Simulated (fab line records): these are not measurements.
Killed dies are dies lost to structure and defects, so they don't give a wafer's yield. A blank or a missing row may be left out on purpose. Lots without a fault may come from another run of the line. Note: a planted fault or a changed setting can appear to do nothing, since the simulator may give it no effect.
fab line records    flow sky130
[record] lots = 24  wafers = 72  lastDay = 50
route steps=708 shown METAL2@503 METAL3@533 CAPM@551 VIA3@585 CAP2M@607
lots untouched by any fault: they come from a run of this same line in which no faults occurred
startH: hours from the record's opening day to when the first of the lot's shown wafers began    waitH: hours elapsed since this lot's preceding step    " identical to the entry in the row above    L1.1+2: a row that stands for several wafers    - either no value or no given start    * or withheld: withheld    < > ~ a bound
route shown NAME@n: NAME is a module with steps in the file, n the number in the route of the first one    usual: mean/standard deviation taken from wafers without a fault    same: alike in all rows    chamber/n: place in a boat    sites: each site's reading    _std_site: the values' standard deviation    _edge_site: the outer-site mean with the inner-site mean subtracted    radiusMm: for every site, how far away it sits from the centre of the wafer    mask NAME#n: copy n    behind: the most recent tool/chamber to have shaped the wafer    hold: cause of the lot's hold/its duration in hours/its outcome    device: the n, p or np transistor that did not switch    end of line: the route-end tests of the same wafers    step lacking rows: just its recipe    killed: dies that structure and defects cost at the first sort, which is not the same as the wafer's yield    map: shows each die of a wafer: x if killed, . if not, _ if none is there
set.NAME: the setting that was run; set.NAME@STEP: the one run at that earlier step    model.NAME: the simulator's own value behind a step, which no gauge read
the route's steps for a sample of lots (tables are steps, rows are wafers)
services: from which hour (startH, from the record's first day; less than 0 if before it) a tool's chamber was out of use, for how many hours, and why
[[steps]]
[step SKY_METAL2_STRIP_20]
[recipe] chemistry = O2/N2  powerW = 1400  pressureMtorr = 1500  platenTempC = withheld  o2FlowSccm = 3000  n2FlowSccm = 300  overashFraction = 0.5
[usual] drypumpMotorCurrentA = 5.8/0.45  n2FlowSccm = 300.0/0.91  o2FlowSccm = 2999/9.3  oesProductAu = 0.343/0.0048  stripTimeToEndpointS = 2.71/0.036
lot.wafer  tool            chamber  startH  waitH  drypumpMotorCurrentA  n2FlowSccm  o2FlowSccm  oesProductAu  rfHoursCounterH  stripTimeToEndpointS
L074.1     plasmaAsher-01  0        824.34  0.1    5.1                   300.8       2986        0.338         8                2.64
L074.3     "               1        "       "      6.0                   299.8       3005        0.342         -                2.64
L074.4     "               0        "       "      5.2                   300.4       2974        0.338         -                2.62
L075.1     plasmaAsher-01  0        828.81  0.1    5.1                   300.2       3016        0.346         9                2.77
L075.2     "               1        "       "      6.1                   299.7       2992        0.348         9                2.78
L075.5     "               0        "       "      5.1                   299.2       3012        0.351         -                2.78
L076.2     plasmaAsher-01  0        829.19  0.1    5.1                   299.7       3007        0.341         9                2.75
L076.3     "               0        "       "      5.1                   300.8       3004        0.344         -                2.72
L076.4     "               1        "       "      6.0                   300.9       3003        0.342         -                2.74
L077.1     plasmaAsher-02  0        847.66  0.1    5.9                   300.1       3007        0.343         70               2.73
L077.3     "               1        "       "      6.2                   299.8       2998        0.341         -                2.73
L077.5     "               1        "       "      6.1                   298.6       3011        0.344         -                2.72
L078.4     plasmaAsher-02  0        854.10  0.1    6.0                   298.5       2994        0.340         -                2.74
L078.5     "               1        "       "      6.1                   301.5       3010        0.335         -                2.71
L078.6     "               0        "       "      6.0                   299.4       2991        0.338         -                2.72
L079.1     plasmaAsher-02  0        864.39  0.1    6.0                   301.0       2982        0.339         72               2.72
L079.4     "               1        "       "      6.1                   300.7       3013        0.342         -                2.69
L079.5     "               1        "       "      6.1                   300.9       2999        0.348         -                2.76
L080.3     plasmaAsher-02  0        866.95  0.1    6.0                   298.9       2984        0.335         -                2.67
L080.4     "               1        "       "      6.1                   300.0       2994        0.346         -                2.67
L080.5     "               0        "       "      5.9                   298.4       2995        0.337         -                2.66
L081.1     plasmaAsher-03  1        870.54  0.1    6.1                   299.4       3001        0.343         100              2.73
L081.2     "               0        "       "      6.4                   299.7       2986        0.347         100              2.74
L081.5     "               0        "       "      6.5                   299.6       2986        0.342         -                2.71
L082.1     plasmaAsher-02  0        881.49  0.1    6.0                   301.1       3006        0.346         73               2.72
L082.2     "               1        "       "      6.1                   300.0       2996        0.342         73               2.70
L082.6     "               0        "       "      6.0                   300.6       2997        0.348         -                2.70
L083.3     plasmaAsher-03  0        887.62  0.1    6.5                   300.8       3006        0.342         -                2.68
L083.5     "               1        "       "      6.1                   299.2       3021        0.342         -                2.69
L083.6     "               0        "       "      6.5                   299.1       3002        0.344         -                2.69
L085.1     plasmaAsher-01  1        895.29  0.1    6.1                   301.5       2993        0.335         15               2.69
L085.4     "               1        "       "      6.0                   298.7       3004        0.353         -                2.70
L085.5     "               1        "       "      6.1                   300.4       3001        0.342         -                2.70
L084.1     plasmaAsher-01  0        898.09  0.1    5.1                   300.7       2996        0.335         16               2.68
L084.2     "               1        "       "      6.0                   298.8       2995        0.342         16               2.72
L084.6     "               1        "       "      6.0                   299.7       3014        0.342         -                2.67
L086.3     plasmaAsher-03  0        904.93  0.1    6.5                   300.2       2992        0.350         -                2.70
L086.4     "               1        "       "      6.1                   298.5       2989        0.347         -                2.73
L086.5     "               0        "       "      6.4                   301.3       3004        0.351         -                2.75
L087.1     plasmaAsher-01  0        912.26  0.1    5.2                   301.6       3006        0.344         17               2.72
L087.2     "               1        "       "      6.1                   300.5       2995        0.347         17               2.73
L087.3     "               1        "       "      6.0                   300.3       2992        0.349         -                2.72
L088.1     plasmaAsher-01  0        916.66  0.1    5.2                   300.9       3002        0.343         18               2.71
L088.2     "               1        "       "      6.1                   299.6       2993        0.340         18               2.73
L088.5     "               1        "       "      6.1                   298.9       2990        0.345         -                2.73
L089.1     plasmaAsher-01  0        926.24  0.1    5.1                   299.7       3002        0.345         18               2.70
L089.3     "               0        "       "      5.1                   299.0       2998        0.341         -                2.68
L089.6     "               0        "       "      5.1                   299.6       3001        0.338         -                2.67
L090.1     plasmaAsher-02  0        942.29  0.1    6.0                   300.5       2999        0.333         80               2.75
L090.3     "               0        "       "      6.0                   301.3       2994        0.344         -                2.75
L090.6     "               1        "       "      6.2                   299.5       2996        0.339         -                2.74
L091.1     plasmaAsher-01  1        955.49  0.1    6.1                   301.3       3005        0.354         21               2.77
L091.2     "               0        "       "      5.1                   300.0       3015        0.337         21               2.80
L091.4     "               0        "       "      5.1                   299.7       3005        0.345         -                2.75
L093.2     plasmaAsher-02  0        957.41  0.1    6.0                   300.0       3010        0.334         81               2.68
L093.4     "               0        "       "      6.0                   300.3       3019        0.344         -                2.72
L093.5     "               0        "       "      6.0                   300.6       3002        0.342         -                2.69
L092.2     plasmaAsher-01  0        957.82  0.1    5.1                   299.5       2995        0.335         22               2.67
L092.3     "               0        "       "      5.1                   299.4       3005        0.349         -                2.69
L092.4     "               1        "       "      6.1                   298.8       2991        0.340         -                2.65
L094.4     plasmaAsher-03  0        960.90  0.1    6.5                   300.1       2992        0.349         -                2.72
L094.5     "               1        "       "      6.1                   302.1       2995        0.345         -                2.70
L094.6     "               0        "       "      6.5                   300.0       2995        0.349         -                2.70
L095.1     plasmaAsher-01  0        971.84  0.1    5.1                   300.1       2988        0.346         23               2.63
L095.5     "               0        "       "      5.1                   299.2       3002        0.345         -                2.69
L095.6     "               1        "       "      6.0                   299.2       2982        0.346         -                2.65
L096.1     plasmaAsher-01  0        978.96  0.1    5.2                   299.7       3015        0.347         24               2.70
L096.2     "               1        "       "      6.1                   300.3       3008        0.335         24               2.64
L096.4     "               1        "       "      6.1                   300.6       3000        0.342         -                2.70
L097.3     plasmaAsher-01  1        984.12  0.1    6.0                   298.4       2997        0.345         -                2.74
L097.4     "               0        "       "      5.2                   299.2       2997        0.340         -                2.71
L097.5     "               1        "       "      6.1                   300.1       2994        0.344         -                2.74
[step SKY_METAL3_SPUTTER_01]
[recipe] material = TiN  targetThkNm = 20  powerW = 6500  timeS = 16.7  chamberPressurePa = 0.4
[usual] throttleValvePct = 29.9/0.89
lot.wafer  tool           chamber  startH   waitH  throttleValvePct
L074.1     pvdSputter-01  -        853.15   0.0    28.7
L074.3     "              -        "        "      28.6
L074.4     "              -        "        "      30.0
L075.1     pvdSputter-04  -        857.72   0.0    29.5
L075.2     "              -        "        "      29.7
L075.5     "              -        "        "      31.0
L076.2     pvdSputter-02  -        858.79   0.0    29.9
L076.3     "              -        "        "      30.7
L076.4     "              -        "        "      28.3
L077.1     pvdSputter-02  -        876.93   0.0    30.2
L077.3     "              -        "        "      30.7
L077.5     "              -        "        "      30.7
L078.4     pvdSputter-02  -        882.37   0.0    29.9
L078.5     "              -        "        "      28.7
L078.6     "              -        "        "      30.7
L079.1     pvdSputter-04  -        892.58   0.0    29.8
L079.4     "              -        "        "      29.7
L079.5     "              -        "        "      30.9
L080.3     pvdSputter-02  -        894.23   0.0    30.8
L080.4     "              -        "        "      30.1
L080.5     "              -        "        "      29.8
L081.1     pvdSputter-01  -        899.47   0.0    30.1
L081.2     "              -        "        "      30.2
L081.5     "              -        "        "      28.7
L082.1     pvdSputter-01  -        909.48   0.0    30.2
L082.2     "              -        "        "      30.0
L082.6     "              -        "        "      29.9
L083.3     pvdSputter-02  -        917.38   0.0    29.9
L083.5     "              -        "        "      30.6
L083.6     "              -        "        "      30.0
L085.1     pvdSputter-01  -        923.14   0.0    28.6
L085.4     "              -        "        "      30.0
L085.5     "              -        "        "      30.2
L084.1     pvdSputter-01  -        925.14   0.0    30.1
L084.2     "              -        "        "      30.3
L084.6     "              -        "        "      28.8
L086.3     pvdSputter-01  -        932.21   0.0    30.4
L086.4     "              -        "        "      28.9
L086.5     "              -        "        "      30.3
L087.1     pvdSputter-04  -        943.17   0.0    29.6
L087.2     "              -        "        "      31.1
L087.3     "              -        "        "      31.4
L088.1     pvdSputter-02  -        943.85   0.0    31.0
L088.2     "              -        "        "      28.6
L088.5     "              -        "        "      28.2
L089.1     pvdSputter-04  -        954.37   0.0    29.9
L089.3     "              -        "        "      30.9
L089.6     "              -        "        "      29.7
L090.1     pvdSputter-04  -        968.79   0.0    30.9
L090.3     "              -        "        "      30.0
L090.6     "              -        "        "      29.6
L091.1     pvdSputter-04  -        981.75   0.0    31.1
L091.2     "              -        "        "      29.4
L091.4     "              -        "        "      29.7
L093.2     pvdSputter-04  -        984.01   0.0    29.8
L093.4     "              -        "        "      31.4
L093.5     "              -        "        "      30.7
L092.2     pvdSputter-01  -        984.10   0.0    28.9
L092.3     "              -        "        "      29.0
L092.4     "              -        "        "      29.9
L094.4     pvdSputter-02  -        987.18   0.0    30.1
L094.5     "              -        "        "      30.9
L094.6     "              -        "        "      28.3
L095.1     pvdSputter-02  -        997.53   0.0    30.8
L095.5     "              -        "        "      30.8
L095.6     "              -        "        "      28.3
L096.1     pvdSputter-04  -        1004.98  0.0    29.6
L096.2     "              -        "        "      31.0
L096.4     "              -        "        "      29.7
L097.3     pvdSputter-02  -        1009.97  0.0    28.6
L097.4     "              -        "        "      29.8
L097.5     "              -        "        "      30.1
[step SKY_CAPM_STRIP_14]
[recipe] chemistry = O2/N2  powerW = 1400  pressureMtorr = 1500  platenTempC = withheld  o2FlowSccm = 3000  n2FlowSccm = 300  overashFraction = 0.5
[usual] drypumpMotorCurrentA = 5.9/0.39  n2FlowSccm = 300.1/0.87  o2FlowSccm = 3000/9  oesProductAu = 0.710/0.0049  stripTimeToEndpointS = 12.68/0.033
lot.wafer  tool            chamber  startH   waitH  drypumpMotorCurrentA  n2FlowSccm  o2FlowSccm  oesProductAu  rfHoursCounterH  stripTimeToEndpointS
L074.1     plasmaAsher-02  0        879.19   0.1    6.0                   301.4       2996        0.703         73               12.63
L074.3     "               0        "        "      6.0                   299.2       2987        0.717         -                12.63
L074.4     "               1        "        "      6.1                   300.6       3012        0.705         -                12.68
L075.1     plasmaAsher-01  1        883.99   0.1    6.1                   301.7       3018        0.718         15               12.70
L075.2     "               0        "        "      5.1                   301.8       2987        0.708         15               12.65
L075.5     "               1        "        "      6.1                   299.8       3004        0.712         -                12.68
L076.2     plasmaAsher-01  0        885.06   0.1    5.1                   300.1       2998        0.709         15               12.68
L076.3     "               1        "        "      6.1                   300.9       3001        0.716         -                12.70
L076.4     "               0        "        "      5.1                   300.0       3006        0.710         -                12.68
L077.1     plasmaAsher-04  0        902.62   0.1    5.9                   300.1       2994        0.703         47               12.66
L077.3     "               0        "        "      5.9                   299.4       2982        0.708         -                12.62
L077.5     "               1        "        "      6.3                   299.6       2993        0.718         -                12.66
L078.4     plasmaAsher-04  0        907.54   0.1    5.9                   300.9       2987        0.707         -                12.69
L078.5     "               1        "        "      6.3                   299.5       2997        0.706         -                12.67
L078.6     "               0        "        "      5.9                   298.7       3001        0.706         -                12.68
L079.1     plasmaAsher-04  1        917.44   0.1    6.3                   300.6       2994        0.707         49               12.68
L079.4     "               0        "        "      5.9                   298.9       3014        0.712         -                12.69
L079.5     "               1        "        "      6.3                   300.8       2985        0.708         -                12.69
L080.3     plasmaAsher-01  1        919.25   0.1    6.0                   298.9       3002        0.706         -                12.70
L080.4     "               0        "        "      5.1                   301.7       3017        0.706         -                12.70
L080.5     "               0        "        "      5.1                   300.1       3019        0.715         -                12.66
L081.1     plasmaAsher-01  0        924.49   0.1    5.1                   299.3       3011        0.716         18               12.66
L081.2     "               1        "        "      6.1                   301.1       2982        0.708         18               12.70
L081.5     "               0        "        "      5.1                   299.0       2998        0.713         -                12.63
L082.1     plasmaAsher-01  1        934.69   0.1    6.1                   299.9       3006        0.702         19               12.71
L082.2     "               0        "        "      5.1                   299.9       2999        0.714         19               12.74
L082.6     "               0        "        "      5.1                   300.9       2996        0.715         -                12.74
L083.3     plasmaAsher-01  0        942.63   0.1    5.1                   301.1       3007        0.710         -                12.60
L083.5     "               1        "        "      6.1                   299.4       3012        0.713         -                12.62
L083.6     "               0        "        "      5.1                   299.6       3015        0.705         -                12.65
L085.1     plasmaAsher-01  1        946.84   0.1    6.1                   300.2       2986        0.717         21               12.71
L085.4     "               1        "        "      6.0                   300.4       2994        0.711         -                12.75
L085.5     "               0        "        "      5.1                   298.1       2988        0.706         -                12.73
L084.1     plasmaAsher-04  0        950.41   0.1    5.9                   300.5       3002        0.716         52               12.65
L084.2     "               1        "        "      6.3                   300.2       2999        0.700         52               12.66
L084.6     "               0        "        "      5.9                   300.9       3017        0.713         -                12.63
L086.3     plasmaAsher-01  1        956.48   0.1    6.1                   298.5       2987        0.712         -                12.64
L086.4     "               0        "        "      5.1                   299.8       3001        0.715         -                12.67
L086.5     "               1        "        "      6.1                   298.9       2993        0.717         -                12.64
L087.1     plasmaAsher-01  0        967.61   0.1    5.1                   299.4       2995        0.712         23               12.71
L087.2     "               1        "        "      6.0                   300.6       2984        0.703         23               12.68
L087.3     "               1        "        "      6.0                   299.3       2991        0.702         -                12.68
L088.1     plasmaAsher-02  0        967.94   0.1    6.0                   299.6       2994        0.711         82               12.69
L088.2     "               1        "        "      6.1                   300.2       3000        0.708         82               12.68
L088.5     "               0        "        "      6.0                   299.5       2987        0.711         -                12.66
L089.1     plasmaAsher-02  0        978.76   0.1    6.0                   298.6       2993        0.707         83               12.69
L089.3     "               1        "        "      6.1                   300.2       3009        0.710         -                12.62
L089.6     "               0        "        "      6.0                   300.4       2992        0.712         -                12.63
L090.1     plasmaAsher-02  0        992.11   0.1    6.0                   300.6       3016        0.712         85               12.66
L090.3     "               0        "        "      6.0                   300.2       3003        0.713         -                12.74
L090.6     "               0        "        "      6.0                   301.7       2996        0.712         -                12.70
L091.1     plasmaAsher-04  1        1004.96  0.1    6.3                   299.8       2993        0.705         57               12.64
L091.2     "               0        "        "      5.9                   300.7       3003        0.714         57               12.71
L091.4     "               0        "        "      5.9                   299.8       3000        0.709         -                12.66
L093.2     plasmaAsher-02  1        1007.49  0.1    6.1                   299.9       2992        0.712         86               12.68
L093.4     "               1        "        "      6.1                   299.2       3011        0.707         -                12.69
L093.5     "               1        "        "      6.1                   299.3       2994        0.709         -                12.70
L092.2     plasmaAsher-04  0        1007.79  0.1    5.9                   300.9       2993        0.705         57               12.67
L092.3     "               0        "        "      5.9                   301.0       3007        0.712         -                12.66
L092.4     "               1        "        "      6.3                   301.0       3004        0.706         -                12.70
L094.4     plasmaAsher-02  1        1010.78  0.1    6.2                   300.3       3016        0.711         -                12.68
L094.5     "               1        "        "      6.2                   300.1       3008        0.706         -                12.67
L094.6     "               0        "        "      6.0                   299.1       2992        0.710         -                12.72
L095.1     plasmaAsher-04  0        1020.47  0.1    5.9                   300.5       2987        0.710         59               12.64
L095.5     "               1        "        "      6.3                   299.6       2998        0.716         -                12.61
L095.6     "               0        "        "      5.9                   301.4       2992        0.721         -                12.62
L096.1     plasmaAsher-04  0        1027.82  0.1    5.9                   299.3       2991        0.713         59               12.72
L096.2     "               1        "        "      6.3                   302.2       3017        0.711         59               12.70
L096.4     "               0        "        "      5.9                   299.2       2992        0.709         -                12.71
L097.3     plasmaAsher-02  1        1033.40  0.1    6.1                   299.6       3006        0.718         -                12.67
L097.4     "               0        "        "      6.0                   301.3       3003        0.703         -                12.67
L097.5     "               1        "        "      6.1                   300.2       3008        0.719         -                12.66
[step SKY_VIA3_CD_MEAS_12]
[recipe] targetCdNm = 200
[usual] cdNm = 199.7/1.4
lot.wafer  tool      chamber  startH   waitH  cdNm
L074.1     cdSem-01  -        932.70   -      198.2
L074.3     "         -        "        "      199.2
L074.4     "         -        "        "      197.7
L075.1     cdSem-02  -        935.82   -      198.9
L075.2     "         -        "        "      199.1
L075.5     "         -        "        "      198.7
L076.2     cdSem-01  -        939.82   -      201.1
L076.3     "         -        "        "      201.7
L076.4     "         -        "        "      201.3
L077.1     cdSem-02  -        953.07   -      199.3
L077.3     "         -        "        "      198.8
L077.5     "         -        "        "      199.6
L078.4     cdSem-02  -        958.91   -      200.6
L078.5     "         -        "        "      199.2
L078.6     "         -        "        "      199.6
L079.1     cdSem-02  -        969.70   -      199.6
L079.4     "         -        "        "      199.0
L079.5     "         -        "        "      200.6
L080.3     cdSem-01  -        970.89   -      199.0
L080.4     "         -        "        "      199.1
L080.5     "         -        "        "      199.5
L081.1     cdSem-02  -        975.55   -      199.8
L081.2     "         -        "        "      199.4
L081.5     "         -        "        "      201.6
L082.1     cdSem-01  -        984.97   -      197.0
L082.2     "         -        "        "      197.1
L082.6     "         -        "        "      197.9
L083.3     cdSem-01  -        992.39   -      197.1
L083.5     "         -        "        "      199.1
L083.6     "         -        "        "      196.6
L085.1     cdSem-02  -        996.70   -      204.2
L085.4     "         -        "        "      200.7
L085.5     "         -        "        "      202.8
L084.1     cdSem-01  -        1000.75  -      199.7
L084.2     "         -        "        "      199.4
L084.6     "         -        "        "      200.8
L086.3     cdSem-01  -        1006.19  -      200.1
L086.4     "         -        "        "      201.3
L086.5     "         -        "        "      200.9
L087.1     cdSem-02  -        1015.35  -      199.6
L087.2     "         -        "        "      200.6
L087.3     "         -        "        "      199.5
L088.1     cdSem-02  -        1015.70  -      199.6
L088.2     "         -        "        "      198.8
L088.5     "         -        "        "      198.3
L089.1     cdSem-01  -        1026.37  -      202.0
L089.3     "         -        "        "      201.8
L089.6     "         -        "        "      200.6
L090.1     cdSem-02  -        1038.92  -      199.9
L090.3     "         -        "        "      198.6
L090.6     "         -        "        "      199.1
L091.1     cdSem-02  -        1052.70  -      199.1
L091.2     "         -        "        "      199.7
L091.4     "         -        "        "      199.5
L093.2     cdSem-02  -        1053.99  -      201.6
L093.4     "         -        "        "      200.4
L093.5     "         -        "        "      201.4
L092.2     cdSem-02  -        1054.57  -      198.8
L092.3     "         -        "        "      199.3
L092.4     "         -        "        "      201.0
L094.4     cdSem-02  -        1058.48  -      198.2
L094.5     "         -        "        "      197.7
L094.6     "         -        "        "      198.7
L095.1     cdSem-02  -        1066.95  -      198.9
L095.5     "         -        "        "      201.6
L095.6     "         -        "        "      200.6
L096.1     cdSem-01  -        1075.35  -      199.3
L096.2     "         -        "        "      198.6
L096.4     "         -        "        "      201.5
L097.3     cdSem-01  -        1078.89  -      201.2
L097.4     "         -        "        "      199.8
L097.5     "         -        "        "      201.3
[step SKY_VIA3_SPUTTER_20]
[recipe] material = TiN  targetThkNm = 20  chamberPressurePa = 5  powerW = 4000  timeS = 80
[usual] throttleValvePct = 30.1/0.96
lot.wafer  tool           chamber  startH   waitH  throttleValvePct
L074.1     pvdSputter-03  -        933.59   0.0    31.2
L074.3     "              -        "        "      29.2
L074.4     "              -        "        "      31.5
L075.1     pvdSputter-02  -        936.68   0.0    31.0
L075.2     "              -        "        "      30.0
L075.5     "              -        "        "      28.3
L076.2     pvdSputter-02  -        940.65   0.0    30.1
L076.3     "              -        "        "      28.2
L076.4     "              -        "        "      30.0
L077.1     pvdSputter-04  -        954.01   0.0    29.5
L077.3     "              -        "        "      31.1
L077.5     "              -        "        "      31.2
L078.4     pvdSputter-02  -        959.70   0.0    28.2
L078.5     "              -        "        "      30.0
L078.6     "              -        "        "      29.9
L079.1     pvdSputter-02  -        970.56   0.0    30.7
L079.4     "              -        "        "      30.3
L079.5     "              -        "        "      31.0
L080.3     pvdSputter-04  -        971.71   0.0    31.0
L080.4     "              -        "        "      29.7
L080.5     "              -        "        "      30.8
L081.1     pvdSputter-04  -        976.40   0.0    29.8
L081.2     "              -        "        "      30.8
L081.5     "              -        "        "      29.7
L082.1     pvdSputter-02  -        985.82   0.0    28.3
L082.2     "              -        "        "      30.0
L082.6     "              -        "        "      30.0
L083.3     pvdSputter-04  -        993.20   0.0    31.6
L083.5     "              -        "        "      29.8
L083.6     "              -        "        "      29.7
L085.1     pvdSputter-03  -        997.59   0.0    31.4
L085.4     "              -        "        "      31.2
L085.5     "              -        "        "      31.6
L084.1     pvdSputter-02  -        1001.64  0.0    29.9
L084.2     "              -        "        "      30.3
L084.6     "              -        "        "      28.3
L086.3     pvdSputter-04  -        1007.03  0.0    29.6
L086.4     "              -        "        "      31.4
L086.5     "              -        "        "      29.7
L087.1     pvdSputter-04  -        1016.20  0.0    30.6
L087.2     "              -        "        "      30.9
L087.3     "              -        "        "      29.6
L088.1     pvdSputter-03  -        1016.59  0.0    31.4
L088.2     "              -        "        "      31.0
L088.5     "              -        "        "      31.1
L089.1     pvdSputter-02  -        1027.30  0.0    28.1
L089.3     "              -        "        "      29.7
L089.6     "              -        "        "      30.9
L090.1     pvdSputter-02  -        1039.81  0.0    30.2
L090.3     "              -        "        "      29.7
L090.6     "              -        "        "      30.8
L091.1     pvdSputter-02  -        1053.55  0.0    29.8
L091.2     "              -        "        "      30.2
L091.4     "              -        "        "      28.2
L093.2     pvdSputter-02  -        1054.82  0.0    31.0
L093.4     "              -        "        "      28.5
L093.5     "              -        "        "      28.2
L092.2     pvdSputter-02  -        1055.40  0.0    28.3
L092.3     "              -        "        "      30.1
L092.4     "              -        "        "      31.0
L094.4     pvdSputter-03  -        1059.28  0.0    29.3
L094.5     "              -        "        "      30.8
L094.6     "              -        "        "      31.4
L095.1     pvdSputter-02  -        1067.80  0.0    29.7
L095.5     "              -        "        "      28.3
L095.6     "              -        "        "      29.7
L096.1     pvdSputter-04  -        1076.25  0.0    29.7
L096.2     "              -        "        "      31.1
L096.4     "              -        "        "      29.8
L097.3     pvdSputter-03  -        1079.70  0.0    31.2
L097.4     "              -        "        "      31.1
L097.5     "              -        "        "      31.2
[step SKY_CAP2M_THK_MEAS_04]
[recipe] thkMeasGauge = xrf  reads = TiN_of_CAP2M_SPUTTER_02
[usual] CAP2M_TIN_THK = 199.5/2.5
lot.wafer  tool          chamber  startH   waitH  CAP2M_TIN_THK[nm]
L074.1     filmMetro-02  -        934.73   0.1    198.7
L074.3     "             -        "        "      198.6
L074.4     "             -        "        "      199.1
L075.1     filmMetro-02  -        937.81   0.1    197.5
L075.2     "             -        "        "      198.9
L075.5     "             -        "        "      198.7
L076.2     filmMetro-02  -        941.81   0.1    199.3
L076.3     "             -        "        "      198.8
L076.4     "             -        "        "      197.9
L077.1     filmMetro-02  -        955.26   0.1    198.2
L077.3     "             -        "        "      199.2
L077.5     "             -        "        "      199.8
L078.4     filmMetro-04  -        960.87   0.1    197.0
L078.5     "             -        "        "      195.4
L078.6     "             -        "        "      197.8
L079.1     filmMetro-03  -        971.71   0.1    201.9
L079.4     "             -        "        "      201.7
L079.5     "             -        "        "      201.8
L080.3     filmMetro-03  -        972.85   0.1    201.1
L080.4     "             -        "        "      202.8
L080.5     "             -        "        "      202.1
L081.1     filmMetro-03  -        977.55   0.1    200.1
L081.2     "             -        "        "      200.5
L081.5     "             -        "        "      199.0
L082.1     filmMetro-02  -        986.95   0.1    197.2
L082.2     "             -        "        "      196.5
L082.6     "             -        "        "      198.2
L083.3     filmMetro-02  -        994.36   0.1    194.5
L083.5     "             -        "        "      194.8
L083.6     "             -        "        "      194.9
L085.1     filmMetro-03  -        998.71   0.1    201.7
L085.4     "             -        "        "      202.9
L085.5     "             -        "        "      203.1
L084.1     filmMetro-02  -        1002.77  0.1    200.0
L084.2     "             -        "        "      200.3
L084.6     "             -        "        "      200.0
L086.3     filmMetro-03  -        1008.20  0.1    203.2
L086.4     "             -        "        "      205.8
L086.5     "             -        "        "      203.8
L087.1     filmMetro-02  -        1017.33  0.1    197.2
L087.2     "             -        "        "      197.2
L087.3     "             -        "        "      195.5
L088.1     filmMetro-03  -        1017.74  0.1    202.1
L088.2     "             -        "        "      202.4
L088.5     "             -        "        "      202.2
L089.1     filmMetro-04  -        1028.81  0.1    197.4
L089.3     "             -        "        "      196.9
L089.6     "             -        "        "      196.9
L090.1     filmMetro-02  -        1040.94  0.1    196.7
L090.3     "             -        "        "      195.9
L090.6     "             -        "        "      194.7
L091.1     filmMetro-02  -        1054.68  0.1    198.9
L091.2     "             -        "        "      198.8
L091.4     "             -        "        "      199.6
L093.2     filmMetro-02  -        1055.97  0.1    200.0
L093.4     "             -        "        "      200.4
L093.5     "             -        "        "      200.7
L092.2     filmMetro-04  -        1056.54  0.1    198.3
L092.3     "             -        "        "      199.8
L092.4     "             -        "        "      199.0
L094.4     filmMetro-04  -        1060.44  0.1    199.9
L094.5     "             -        "        "      199.1
L094.6     "             -        "        "      200.3
L095.1     filmMetro-03  -        1068.93  0.1    205.3
L095.5     "             -        "        "      203.0
L095.6     "             -        "        "      204.5
L096.1     filmMetro-02  -        1077.38  0.1    198.4
L096.2     "             -        "        "      199.3
L096.4     "             -        "        "      200.6
L097.3     filmMetro-03  -        1080.85  0.1    201.5
L097.4     "             -        "        "      198.7
L097.5     "             -        "        "      198.5
[[services]]
tool            chamber  startH   hours  kind
plasmaAsher-03  -        805.26   26.3   pm
pvdSputter-03   -        816.81   5.6    repair
pvdSputter-02   -        842.51   5.4    repair
pvdSputter-02   0        858.92   -      consumableReplace:kit
pvdSputter-02   0        858.92   18.0   scheduledDown
pvdSputter-02   0        858.92   18.0   ventCycle
pvdSputter-02   -        877.15   2.6    repair
pvdSputter-02   -        887.45   5.4    repair
pvdSputter-02   -        931.93   4.5    repair
pvdSputter-04   0        960.80   -      consumableReplace:kit
pvdSputter-04   0        960.80   18.0   scheduledDown
pvdSputter-04   0        960.80   18.0   ventCycle
plasmaAsher-04  -        972.28   5.6    repair
pvdSputter-04   -        993.37   5.6    repair
pvdSputter-01   -        1001.97  5.4    repair
pvdSputter-02   3        1014.53  -      consumableReplace:kit
pvdSputter-02   3        1014.53  18.0   scheduledDown
pvdSputter-02   3        1014.53  18.0   ventCycle
pvdSputter-01   3        1017.02  -      consumableReplace:kit
pvdSputter-01   3        1017.02  18.0   scheduledDown
pvdSputter-01   3        1017.02  18.0   ventCycle
pvdSputter-03   -        1053.29  4.0    repair
pvdSputter-03   -        1054.10  0.7    repair
plasmaAsher-03  -        1055.25  9.0    pm
[[key]]
fault none
